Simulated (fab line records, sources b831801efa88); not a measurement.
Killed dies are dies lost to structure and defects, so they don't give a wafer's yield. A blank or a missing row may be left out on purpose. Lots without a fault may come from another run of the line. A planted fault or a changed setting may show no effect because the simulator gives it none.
Which tool did it? | flow gf180mcu | 12 lots, 36 wafers sampled, at 4 steps of a route of 602

WHAT THE GAUGES READ, wafer by wafer
GF_M2_OVL_MEAS_15.
lot  | measured     | on         | M2_OVL (nm)
L075 | day 19 03:56 | overlay-01 | 5 5 1
L077 | day 20 02:39 | overlay-02 | 2 -1 0
L079 | day 20 18:33 | overlay-02 | 2 -1 -2
L082 | day 21 23:39 | overlay-02 | -3 -4 0
L083 | day 22 12:59 | overlay-01 | -3 -5 -3
L085 | day 24 02:12 | overlay-01 | 1 10 7
L086 | day 24 07:48 | overlay-02 | -4 -6 -3
L088 | day 25 06:13 | overlay-02 | 4 2 3
L090 | day 25 13:08 | overlay-01 | -3 -2 -4
L094 | day 25 23:59 | overlay-01 | 4 1 1
L095 | day 26 13:27 | overlay-02 | -2 4 2
L097 | day 27 01:06 | overlay-02 | -2 -5 -2

WHICH TOOL RAN EACH LOT (tool, then ch and the chambers of the sampled wafers, then the start)
lot  | GF_HV_LDD_STRIP_22                   | GF_M1_SPUTTER_00             | GF_V1_STRIP_18
L075 | plasma_asher-02 ch 0,1, day 10 20:23 | pvd_sputter-02, day 16 03:04 | plasma_asher-01 ch 0, day 18 02:52
L077 | plasma_asher-02 ch 0,1, day 11 11:44 | pvd_sputter-02, day 16 23:01 | plasma_asher-03 ch 0,1, day 19 00:58
L079 | plasma_asher-04 ch 0,1, day 12 01:25 | pvd_sputter-04, day 17 13:43 | plasma_asher-01 ch 0,1, day 19 16:26
L082 | plasma_asher-02 ch 0,1, day 13 01:28 | pvd_sputter-02, day 18 21:13 | plasma_asher-04 ch 0,1, day 20 23:14
L083 | plasma_asher-04 ch 1, day 13 13:38   | pvd_sputter-02, day 19 10:38 | plasma_asher-03 ch 0,1, day 21 12:13
L085 | plasma_asher-04 ch 0,1, day 14 23:49 | pvd_sputter-01, day 21 01:37 | plasma_asher-03 ch 0,1, day 23 01:46
L086 | plasma_asher-02 ch 0,1, day 15 03:41 | pvd_sputter-01, day 21 06:52 | plasma_asher-04 ch 0,1, day 23 07:38
L088 | plasma_asher-02 ch 0,1, day 16 01:13 | pvd_sputter-04, day 22 07:50 | plasma_asher-03 ch 0,1, day 24 06:47
L090 | plasma_asher-02 ch 0,1, day 16 09:08 | pvd_sputter-02, day 22 14:52 | plasma_asher-01 ch 0,1, day 24 13:53
L094 | plasma_asher-02 ch 0,1, day 16 23:13 | pvd_sputter-01, day 23 02:44 | plasma_asher-03 ch 0,1, day 25 01:07
L095 | plasma_asher-04 ch 1, day 17 11:50   | pvd_sputter-01, day 23 17:38 | plasma_asher-04 ch 0,1, day 25 15:16
L097 | plasma_asher-01 ch 0,1, day 18 00:43 | pvd_sputter-02, day 24 05:40 | plasma_asher-03 ch 0,1, day 26 02:53
- GF_HV_LDD_STRIP_22: strips in O2/N2.
- GF_M1_SPUTTER_00: material Ti, target thk 37.5 nm, time 150 s.
- GF_V1_STRIP_18: strips in O2/N2.

THE ANSWER, worked out from the rows above alone
Rule: what is usual is taken from the lots themselves. Put in order of their means at a reading, lots are off if they are a third of the lots or fewer, leave a main group of 4 or more, and stand apart from it by a gap of 3 or more times the standard deviation of the main group's means; of several such gaps the widest counts. A main group whose means are all the same, to the digits that the tables above print for the reading, isn't used. A lot without any number at a reading at which 4 lots or more have one is off too. The other lots that the step has rows for count as sound.
No lot is off at any reading shown: from this, nothing can be told.

WHAT THE SIMULATOR HAD PUT IN
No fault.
